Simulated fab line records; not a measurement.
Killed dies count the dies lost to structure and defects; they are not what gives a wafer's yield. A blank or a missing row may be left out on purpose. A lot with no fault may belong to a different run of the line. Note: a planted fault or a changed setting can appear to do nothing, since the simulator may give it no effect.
Code-filled problem report in 8D (eight disciplines) form || flow gf180mcu || the parts of the form that need people (team, actions taken, sign-off) are left out

1. THE ISSUE
Wafers without a fault read 20.99 C, standard deviation 0.094; developer temp C at GF_POLY_GATE_DEVELOP_09 reads a mean of 21.80 C on 9 wafers belonging to 3 lots. Measured from the usual mean, that is +8.6 standard deviations.
The step: develop time 60 s.
Earliest sighting: wafer L358.2 on litho track-02 at day 12 14:43. At this step, 42 wafers from 14 lots have a number in the record. Rule for "out", or "out of limits": more than 4 standard deviations from the usual mean. Any other wafer with a number is counted as sound.

2. WHAT IT IS; WHAT IT IS NOT
{"question": "which readings at this step", "is": "developer temp C", "is not": "-"}
{"question": "which lots", "is": "L358, L360, L361", "is not": "L347, L350, L351, L352, L353, L354, L362, L363, L365, L367, L369"}
{"question": "which wafers of those lots", "is": "all that have a number", "is not": "-"}
{"question": "read on which tools", "is": "litho track-02", "is not": "litho track-01, litho track-03"}
{"question": "when", "is": "from day 12 14:43", "is not": "up to then (18 sound wafers); but 15 sound wafers of L362, L363, L365, L367, L369 came after"}

3. WHAT RULES OUT EACH SUSPECT
Counting: a tool stays on the suspect list if, at a process step up to the reading, it processed all lots that are out and no sound lot following the first of them.
- litho track-02 at GF_POLY_GATE_DEVELOP_09 (develop time 60 s): kept. All lots that are out passed through it, beginning with L358 at day 12 14:43, and no sound lot followed; its final sound lot before that point was L353 at day 11 07:53. Its own developer temp C readings are out on those wafers.
After counting, what remains is litho track-02 at GF_POLY_GATE_DEVELOP_09.

4. THE CAUSE (what the simulator had put in)
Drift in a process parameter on litho track-02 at GF_POLY_GATE_DEVELOP_09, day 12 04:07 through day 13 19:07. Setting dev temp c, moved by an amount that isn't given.
Counting left only this tool.

5. THE EFFECT CHAIN, in route order
One row per reading whose mean, taken over the struck wafers that have a number, lies over 3 standard deviations from the usual. Only readings whose record carries a usual standard deviation are examined. hours: median over the lots of the time between each lot's start at the first step of this table that gives one and its start at this step. sigmas: the change, counted in usual standard deviations.
{"hours": 0, "step": "GF_POLY_GATE_DEVELOP_09", "reading": "developer temp C", "usual": "20.99 C", "on struck wafers": 21.80, "change": "+0.81", "sigmas": "+8.6"}
The process steps in it:
- GF_POLY_GATE_DEVELOP_09: develop time 60 s.
Later steps that measure or inspect, where all struck wafers having a row at the step show a number for every such reading and not one has moved that far: GF_M2_CD_MEAS_14.

6. WHAT WOULD HAVE CAUGHT IT SOONER
11 hours passed between the start of the fault at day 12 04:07 and the first reading out of limits in this record, taken at day 12 14:43.
